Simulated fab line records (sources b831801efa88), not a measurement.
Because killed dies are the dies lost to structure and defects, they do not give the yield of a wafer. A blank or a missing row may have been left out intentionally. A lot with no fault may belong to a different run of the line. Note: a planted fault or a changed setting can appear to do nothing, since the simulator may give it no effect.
fab line records | flow sky130
[record] lots = 13 wafers = 39 last_day = 49
route steps=708 shown RES_XHIGH@339
lots untouched by any fault: they come from a run of this same line in which no faults occurred
start_h: start of the lot's first displayed wafer, in hours after the record's first day | wait_h: how many hours have passed since the lot's step before this one | " the same as in the row above | L1.1+2: one row covering several wafers at once | - no value present, or no start provided | * or withheld: withheld | < > ~ a bound
route shown NAME@n: names a module that has steps shown in the file, with the first one's number in the route | usual: average and standard deviation across the fault-free wafers | same: alike in all rows | chamber/n: place in a boat | sites: the reading at each site | _std_site: standard deviation across them | _edge_site: mean of outer sites minus mean of inner sites | radius_mm: how far each site lies from the wafer's centre | mask NAME#n: copy n | behind: tool/chamber where the wafer was last shaped | hold: reason for holding the lot/hours on hold/outcome of the hold | device: names the non-switching transistor (n, p or np) | end of line: the same wafers' tests at the end of the route | a step given without rows: its recipe and nothing more | killed: at the first sort, the dies lost to defects and structure; wafer yield is something else | map: a wafer's dies, marking killed ones x, the rest . and places with no die _
set.NAME: setting as actually run; set.NAME@STEP: the setting as run at that earlier step | model.NAME: the simulator's own value behind a step, which no gauge read
one table for each step of the route and one row for each wafer, over a sample of lots
services: a tool's chamber out of use, with start hour (start_h, from the record's first day; less than 0 if before it), hours out, and reason
[[steps]]
[step SKY_RES_XHIGH_IMPLANT_07]
[recipe] species = BF2 energy_kev = 20 dose_cm2 = 3.6e+14 tilt_deg = 0
[usual] implant_ion_amu = 49/0
// columns lot.wafer tool chamber start_h wait_h implant_ion_amu
L321.2 implanter-01 0 631.79 0.1 49
L321.3 " 0 " " 49
L321.6 " 0 " " 49
L322.1 implanter-01 0 639.32 0.1 49
L322.2 " 0 " " 49
L322.6 " 0 " " 49
L323.2 implanter-04 0 649.83 0.1 49
L323.4 " 0 " " 49
L323.5 " 0 " " 49
L325.4 implanter-01 0 663.13 0.1 49
L325.5 " 0 " " 49
L325.6 " 0 " " 49
L324.2 implanter-01 0 667.01 0.1 49
L324.4 " 0 " " 49
L324.6 " 0 " " 49
L326.2 implanter-02 0 677.06 0.1 49
L326.3 " 0 " " 49
L326.6 " 0 " " 49
L327.1 implanter-04 0 680.73 0.1 49
L327.3 " 0 " " 49
L327.6 " 0 " " 49
L328.2 implanter-02 0 684.83 0.1 49
L328.3 " 0 " " 49
L328.5 " 0 " " 49
L329.1 implanter-02 0 697.07 0.1 49
L329.2 " 0 " " 49
L329.6 " 0 " " 49
L330.2 implanter-04 0 707.98 0.1 11
L330.3 " 0 " " 11
L330.6 " 0 " " 11
L331.1 implanter-01 0 715.16 0.1 11
L331.2 " 0 " " 11
L331.4 " 0 " " 11
L332.1 implanter-04 0 719.27 0.1 11
L332.2 " 0 " " 11
L332.5 " 0 " " 11
L333.1 implanter-02 0 738.91 0.1 11
L333.2 " 0 " " 11
L333.3 " 0 " " 11
[step SKY_RES_XHIGH_STRIP_08]
[recipe] chemistry = O2/N2 power_w = 1400 pressure_mtorr = 1500 platen_temp_c = withheld o2_flow_sccm = 3000 n2_flow_sccm = 300 overash_fraction = 0.5
[usual] drypump_motor_current_A = 5.7/0.41 oes_product_au = 0.711/0.0045 strip_time_to_endpoint_s = 14.27/0.034
// columns lot.wafer tool chamber start_h wait_h drypump_motor_current_A oes_product_au rf_hours_counter_h strip_time_to_endpoint_s
L321.2 plasma_asher-03 0 631.92 0.1 5.5 0.713 84 14.29
L321.3 " 1 " " 6.0 0.713 - 14.20
L321.6 " 0 " " 5.5 0.709 - 14.26
L322.1 plasma_asher-02 0 639.47 0.1 6.0 0.706 50 14.30
L322.2 " 1 " " 4.9 0.704 50 14.31
L322.6 " 0 " " 6.0 0.711 - 14.26
L323.2 plasma_asher-02 1 649.96 0.1 4.9 0.711 51 14.29
L323.4 " 1 " " 4.9 0.708 - 14.30
L323.5 " 0 " " 6.0 0.711 - 14.33
L325.4 plasma_asher-01 1 663.24 0.1 6.1 0.712 - 14.33
L325.5 " 1 " " 6.1 0.706 - 14.33
L325.6 " 0 " " 5.5 0.704 - 14.28
L324.2 plasma_asher-01 0 667.13 0.1 5.5 0.717 23 14.26
L324.4 " 1 " " 6.0 0.701 - 14.28
L324.6 " 1 " " 6.1 0.712 - 14.23
L326.2 plasma_asher-03 1 677.18 0.1 6.0 0.706 88 14.29
L326.3 " 1 " " 6.0 0.712 - 14.27
L326.6 " 0 " " 5.5 0.706 - 14.27
L327.1 plasma_asher-01 1 680.88 0.1 6.2 0.717 25 14.28
L327.3 " 0 " " 5.5 0.708 - 14.25
L327.6 " 0 " " 5.5 0.705 - 14.31
L328.2 plasma_asher-03 0 684.96 0.1 5.5 0.714 89 14.23
L328.3 " 0 " " 5.5 0.700 - 14.27
L328.5 " 0 " " 5.5 0.714 - 14.28
L329.1 plasma_asher-03 1 697.22 0.1 5.9 0.713 91 14.20
L329.2 " 0 " " 5.5 0.714 91 14.21
L329.6 " 1 " " 5.9 0.712 - 14.21
L330.2 plasma_asher-01 0 708.11 0.1 5.5 0.712 27 14.18
L330.3 " 0 " " 5.5 0.718 - 14.21
L330.6 " 0 " " 5.5 0.714 - 14.21
L331.1 plasma_asher-01 1 715.31 0.1 6.1 0.717 28 14.20
L331.2 " 0 " " 5.5 0.712 28 14.18
L331.4 " 1 " " 6.2 0.715 - 14.17
L332.1 plasma_asher-02 0 719.42 0.1 6.0 0.719 58 14.22
L332.2 " 1 " " 4.9 0.710 58 14.16
L332.5 " 0 " " 6.0 0.713 - 14.21
L333.1 plasma_asher-02 1 739.06 0.1 5.0 0.721 60 14.14
L333.2 " 0 " " 6.0 0.716 60 14.13
L333.3 " 1 " " 4.9 0.707 - 14.16
[step SKY_RES_XHIGH_TW_MEAS_09]
[usual] RES_XHIGH_TW = 1648/12
// columns lot.wafer tool chamber start_h wait_h RES_XHIGH_TW
L321.2 film_metro-03 - 632.03 0.1 1659
L321.3 " - " " 1661
L321.6 " - " " 1661
L322.1 film_metro-03 - 639.57 0.1 1659
L322.2 " - " " 1664
L322.6 " - " " 1661
L323.2 film_metro-01 - 650.07 0.1 1646
L323.4 " - " " 1639
L323.5 " - " " 1640
L325.4 film_metro-01 - 663.34 0.1 1636
L325.5 " - " " 1638
L325.6 " - " " 1630
L324.2 film_metro-01 - 667.24 0.1 1637
L324.4 " - " " 1645
L324.6 " - " " 1647
L326.2 film_metro-03 - 677.29 0.1 1663
L326.3 " - " " 1660
L326.6 " - " " 1661
L327.1 film_metro-02 - 680.98 0.1 1648
L327.3 " - " " 1635
L327.6 " - " " 1638
L328.2 film_metro-03 - 685.07 0.1 1662
L328.3 " - " " 1668
L328.5 " - " " 1655
L329.1 film_metro-01 - 697.32 0.1 1646
L329.2 " - " " 1633
L329.6 " - " " 1639
L330.2 film_metro-03 - 708.22 0.1 1082
L330.3 " - " " 1086
L330.6 " - " " 1076
L331.1 film_metro-01 - 715.41 0.1 1070
L331.2 " - " " 1063
L331.4 " - " " 1071
L332.1 film_metro-02 - 719.52 0.1 1073
L332.2 " - " " 1069
L332.5 " - " " 1068
L333.1 film_metro-03 - 739.16 0.1 1082
L333.2 " - " " 1085
L333.3 " - " " 1079
[step SKY_SD_N_RS_MEAS_18]
[recipe] thk_meas_gauge = four-point-probe
[usual] RES_XHIGH_RS = 333.7/1.4
// columns lot.wafer tool chamber start_h wait_h RES_XHIGH_RS[ohm/sq]
L321.2 film_metro-01 - 662.37 0.1 334.1
L321.3 " - " " 335.1
L321.6 " - " " 335.1
L322.1 film_metro-03 - 669.60 0.1 334.3
L322.2 " - " " 334.1
L322.6 " - " " 334.3
L323.2 film_metro-01 - 680.03 0.1 330.8
L323.4 " - " " 330.7
L323.5 " - " " 330.7
L325.4 film_metro-01 - 692.96 0.1 334.0
L325.5 " - " " 333.7
L325.6 " - " " 335.2
L324.2 film_metro-02 - 697.05 0.1 334.1
L324.4 " - " " 334.2
L324.6 " - " " 334.7
L326.2 film_metro-01 - 706.87 0.1 332.8
L326.3 " - " " 332.4
L326.6 " - " " 334.4
L327.1 film_metro-01 - 711.10 0.1 334.3
L327.3 " - " " 333.6
L327.6 " - " " 333.2
L328.2 film_metro-02 - 714.62 0.1 332.1
L328.3 " - " " 331.3
L328.5 " - " " 331.6
L329.1 film_metro-01 - 726.10 0.1 332.2
L329.2 " - " " 332.8
L329.6 " - " " 333.5
L330.2 film_metro-01 - 737.64 0.1 257.9
L330.3 " - " " 258.3
L330.6 " - " " 258.9
L331.1 film_metro-01 - 745.25 0.1 259.7
L331.2 " - " " 260.0
L331.4 " - " " 260.5
L332.1 film_metro-03 - 749.10 0.1 259.7
L332.2 " - " " 260.7
L332.5 " - " " 260.5
L333.1 film_metro-01 - 767.98 0.1 260.4
L333.2 " - " " 259.8
L333.3 " - " " 261.1
[[services]]
// columns tool chamber start_h hours kind
implanter-04 - 608.38 1.2 repair
implanter-01 - 610.55 8.4 pm
plasma_asher-02 - 619.89 4.2 repair
implanter-04 - 638.76 2.2 repair
implanter-01 - 642.37 8.2 pm
implanter-04 - 651.07 0.8 repair
implanter-01 - 664.07 2.5 repair
plasma_asher-02 - 687.23 1.1 repair
implanter-01 - 688.36 2.8 repair
implanter-04 - 690.76 14.4 pm
implanter-01 - 694.66 19.3 repair
plasma_asher-01 - 737.01 1.2 repair
[[key]]
[first_sign] step = SKY_RES_XHIGH_IMPLANT_07 reading = implant_ion_amu direction = down sigmas = 99+ usual = 49 struck = 11
[effect] step = SKY_RES_XHIGH_STRIP_08 reading = strip_time_to_endpoint_s direction = down sigmas = 2.6 usual = * struck = *
[effect] step = SKY_RES_XHIGH_TW_MEAS_09 reading = RES_XHIGH_TW direction = down sigmas = 49 usual = 1648 struck = 1075
[effect] step = SKY_SD_N_RS_MEAS_18 reading = RES_XHIGH_RS direction = down sigmas = 53 usual = 333.7 struck = 259.8
met_at SKY_RES_XHIGH_IMPLANT_07
struck_lots L330,L331,L332,L333
tester_left_out L330,L331,L332,L333
onset_between 697.07 707.98
[fault] kind = wrong_recipe_download tool = implanter-01,implanter-02,implanter-04 chamber = - onset_h = 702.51 steps = SKY_RES_XHIGH_IMPLANT_07 wrong_recipe.not_listed = 1
// tester_left_out: of these lots the tester's yield and bins aren't shown, on N5 and GAA mostly nor the transistor test; their killed dies are dies lost to structure and defects alone, not to doping, threshold or leakage, so they don't give the yield
